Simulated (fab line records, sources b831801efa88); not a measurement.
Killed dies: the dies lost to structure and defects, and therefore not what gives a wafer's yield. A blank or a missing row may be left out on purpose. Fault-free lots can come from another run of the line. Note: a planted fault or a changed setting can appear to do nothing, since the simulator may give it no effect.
2 desks looking at one fault ; flow sky130 ; only its own numbers are on each desk; what lay behind them is given at the end

## FROM THE METROLOGY DESK
What the gauges read for every lot (on any tool): the sampled wafers with a number, averaged. Any lot whose mean is over 4 standard deviations away from the usual mean is out of limits and marked OUT; that distance is given in the brackets.
Columns: A = VIA2_BOW at SKY_VIA2_BOW_MEAS_03, usual 86 um; B = VIA2_W_RS at SKY_VIA2_RS_MEAS_22, usual 0.273 ohm/sq; C = VIA2_W_THK at SKY_VIA2_THK_MEAS_23, usual 410 nm
lot;first seen here;A;B;C
L230;day 36 03:09;82;0.246 (-8.3) OUT;471 (+7.9) OUT
L231;day 36 04:25;87;0.247 (-7.9) OUT;469 (+7.6) OUT
L233;day 36 21:18;91;0.230 (-13) OUT;491 (+11) OUT
L240;day 39 03:53;92;0.273;417
L242;day 39 11:50;92;0.272;408
L245;day 40 09:46;88;0.276;402
L247;day 41 04:22;88;0.275;404
L248;day 41 07:40;81;0.267;422
L249;day 41 11:11;82;0.274;412
L250;day 41 19:23;92;0.270;417
L251;day 42 00:03;90;0.274;411
Per this desk, out of limits: L230, L231, L233; the first was L230, day 37 05:59 (VIA2_W_RS at SKY_VIA2_RS_MEAS_22). Within limits: L240, L242, L245, L247, L248, L249, L250, L251.

## TOOL OWNER'S DESK, cvdW-01
The tool's own readings at SKY_VIA2_CVD_21 (deposits W, target thk 420 nm, time 126.4 s): means of the sampled wafers that have a number, for each lot that ran on this tool. Any lot whose mean is over 4 standard deviations away from the usual mean is out of limits and marked OUT; that distance is given in the brackets.
Columns: A = heaterPowerW at SKY_VIA2_CVD_21, usual 852 W
lot;first seen here;A
L230;day 37 05:51;858
L231;day 37 07:12;864
L233;day 38 00:13;808
L245;day 41 10:40;803
L248;day 42 08:32;805
L250;day 42 19:41;798
Finding of this desk: none of the 6 lots has anything out of limits.

## ALL TOGETHER
An alarm was possible from the metrology desk at day 37 05:59, on L230, L231, L233.
Nothing out of limits was seen by the tool owner's desk.
The tool owner's desk has L230, L231, L233 on record, within its limits.
The lots listed all ran SKY_VIA2_CVD_21 on cvdW-01.

## WHAT THE SIMULATOR HAD PUT IN
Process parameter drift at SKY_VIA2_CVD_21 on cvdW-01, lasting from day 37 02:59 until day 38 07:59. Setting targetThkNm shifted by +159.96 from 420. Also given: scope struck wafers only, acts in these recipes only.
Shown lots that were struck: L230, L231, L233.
Per desk, hours elapsed from the start of the fault to the first reading out of limits: for the metrology desk, 3.
